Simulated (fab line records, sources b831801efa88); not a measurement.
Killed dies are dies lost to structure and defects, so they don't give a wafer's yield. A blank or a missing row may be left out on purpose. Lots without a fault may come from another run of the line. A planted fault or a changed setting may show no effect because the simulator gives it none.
Problem report in the 8D (eight disciplines) form, filled by code | flow sky130 | the parts of the form that need people (team, actions taken, sign-off) are left out

1. THE PROBLEM
cd_nm at SKY_METAL4_CD_MEAS_13 reads a mean of 216.2 nm on 2 wafers of 2 lots; wafers without a fault read 300.3 nm with a standard deviation of 1.5. That is -56 standard deviations from the usual mean.
The step: target cd 300 nm.
First seen on wafer L800.3, day 46 13:47, on cd_sem-02. The record holds 34 wafers of 12 lots with a number at this step. Rule for "out", or "out of limits": more than 4 standard deviations from the usual mean. The other wafers with a number count as sound.

2. WHAT IT IS AND WHAT IT IS NOT
question                    | is                | is not
which readings at this step | cd_nm             | -
which lots                  | L800, L801        | L783, L784, L785, L787, L788, L789, L790, L791, L792, L799
which wafers of those lots  | L800.3, L801.3    | L800.4, L801.1
read on which gauges        | cd_sem-02         | cd_sem-01
when                        | from day 46 13:47 | up to then (31 sound wafers); but 1 sound wafer of L801 came after

3. SUSPECTS, AND WHAT RULES EACH OUT
Counting: a tool at a process step up to the reading stays a suspect if it ran every lot that is out. Sound lots after the first of them don't rule it out here, since some wafers of a struck lot are sound.
- the gauge at SKY_METAL4_CD_MEAS_13: ruled out. All the wafers that are out were read on cd_sem-02, but those of them that SKY_PAD_OPEN_PROBE_99 has rows for are out there too, on other tools.
- krf_scanner-01 at SKY_METAL4_EXPOSE_10 (exposes mask MM4, target cd 300 nm): kept. It ran every lot that is out, first L800 (day 46 03:40); its last sound lot up to then is L791 (day 43 16:11).
Left after counting: krf_scanner-01 at SKY_METAL4_EXPOSE_10.

4. THE CAUSE (what the simulator had put in)
Process parameter drift: krf_scanner-01, from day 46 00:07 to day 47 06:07, at SKY_METAL4_EXPOSE_10. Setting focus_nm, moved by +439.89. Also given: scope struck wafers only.
Counting left only this tool.

5. THE CHAIN OF EFFECTS, in route order
Each row: a reading whose mean over the struck wafers that have a number lies more than 3 standard deviations from the usual. Only readings for which the record gives a usual standard deviation are gone through. hours: the time from each lot's start at the first step in this table that gives one to its start at this step, as a median over the lots. sigmas: the change in usual standard deviations.
hours | step                  | reading              | usual    | on struck wafers | change | sigmas
0     | SKY_METAL4_CD_MEAS_13 | cd_nm                | 300.3 nm | 216.2            | -84.1  | -56
81    | SKY_PAD_OPEN_PROBE_99 | defect_limited_yield | 81.9 %   | 0.0              | -81.9  | -41
81    | SKY_PAD_OPEN_PROBE_99 | killed_at_M4_up      | 3.2      | 406.0            | +402.8 | +99 or more
81    | SKY_PAD_OPEN_PROBE_99 | killed_dies          | 89       | 492              | +403   | +42
81    | SKY_PAD_OPEN_PROBE_99 | killed_on_rim        | 17       | 96               | +79    | +21
81    | SKY_PAD_OPEN_PROBE_99 | sort_bin_5_function  | 10.7 %   | 93.4             | +82.7  | +59
81    | SKY_PAD_OPEN_PROBE_99 | sort_n_pass          | 403      | 0                | -403   | -42
81    | SKY_PAD_OPEN_PROBE_99 | sort_yield_pct       | 81.9 %   | 0.0              | -81.9  | -41
The process steps in it:
- SKY_PAD_OPEN_PROBE_99

6. WHAT WOULD HAVE CAUGHT IT SOONER
In this record the first reading out of limits at a measuring or inspecting step was taken at day 46 13:47, 14 hours after the fault began at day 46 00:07.
Of the tool readings at SKY_METAL4_EXPOSE_10 for which the record gives a usual standard deviation, none was out on any struck wafer, so an alarm limit of 4 standard deviations on them would not have fired.
All the lots that are out (2) had begun SKY_METAL4_EXPOSE_10 on krf_scanner-01 by day 46 13:47. A hold on the tool at that time would have spared none of them.
